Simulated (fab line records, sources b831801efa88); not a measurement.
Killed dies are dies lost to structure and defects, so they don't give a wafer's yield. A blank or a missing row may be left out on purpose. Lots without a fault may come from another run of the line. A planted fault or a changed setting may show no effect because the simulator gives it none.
One fault seen from 2 desks | flow gf180mcu | each desk has only its own numbers; what lay behind them comes last

THE TOOL OWNER'S DESK: implanter-01
The tool's own readings at GF_HV_LDD_IMPLANT_35: means of the sampled wafers that have a number, for each lot that ran on this tool. A lot is out of limits, marked OUT, if its mean lies more than 4 standard deviations from the usual mean; the brackets give that distance.
Columns: A = dose_ions_cm2 at GF_HV_LDD_IMPLANT_35, usual 7.501e+12; B = faraday_current_uA at GF_HV_LDD_IMPLANT_35, usual 42.2
lot  | first seen here | A                   | B
L934 | day 11 14:58    | 7.509e+12           | 42.0
L937 | day 12 16:40    | 7.503e+12           | 41.2
L942 | day 14 08:52    | 7.501e+12           | 42.4
L944 | day 14 22:02    | 8.110e+12 (+75) OUT | 45.6 (+4.3) OUT
L945 | day 15 07:38    | 8.099e+12 (+74) OUT | 45.7 (+4.3) OUT
This desk's finding: out of limits on L944, L945; first on L944, day 14 22:02 (dose_ions_cm2 at GF_HV_LDD_IMPLANT_35). In limits: L934, L937, L942.

THE METROLOGY DESK
What the gauges read, lot by lot, whatever tool the lot ran on: means of the sampled wafers that have a number. A lot is out of limits, marked OUT, if its mean lies more than 4 standard deviations from the usual mean; the brackets give that distance.
Columns: A = cd_nm at GF_POLY_GATE_CD_MEAS_10, usual 280.0 nm
lot  | first seen here | A
L934 | day 9 05:17     | 279.6
L935 | day 9 14:58     | 282.0
L936 | day 9 19:47     | 280.0
L937 | day 10 03:01    | 280.2
L941 | day 11 13:50    | 280.0
L942 | day 11 18:05    | 278.7
L944 | day 12 05:20    | 281.0
L945 | day 12 14:51    | 279.3
L946 | day 12 17:11    | 278.9
L952 | day 15 00:35    | 278.6
L953 | day 15 00:50    | 278.8
L956 | day 15 20:05    | 280.9
L955 | day 15 22:12    | 278.1
This desk's finding: nothing out of limits on any of the 13 lots.

PUT TOGETHER
The tool owner's desk could have raised an alarm at day 14 22:02, on L944, L945.
The metrology desk saw nothing out of limits.
The metrology desk has L944, L945 on record, within its limits.
Of the lots named, all ran GF_HV_LDD_IMPLANT_35 on implanter-01.

WHAT THE SIMULATOR HAD PUT IN
Process parameter drift: implanter-01, from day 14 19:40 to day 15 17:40, at GF_HV_LDD_IMPLANT_35. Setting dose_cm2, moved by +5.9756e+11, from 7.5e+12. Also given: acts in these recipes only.
Lots struck among those shown: L944, L945.
Hours from the fault's start to each desk's first reading out of limits: the tool owner's desk, 2.
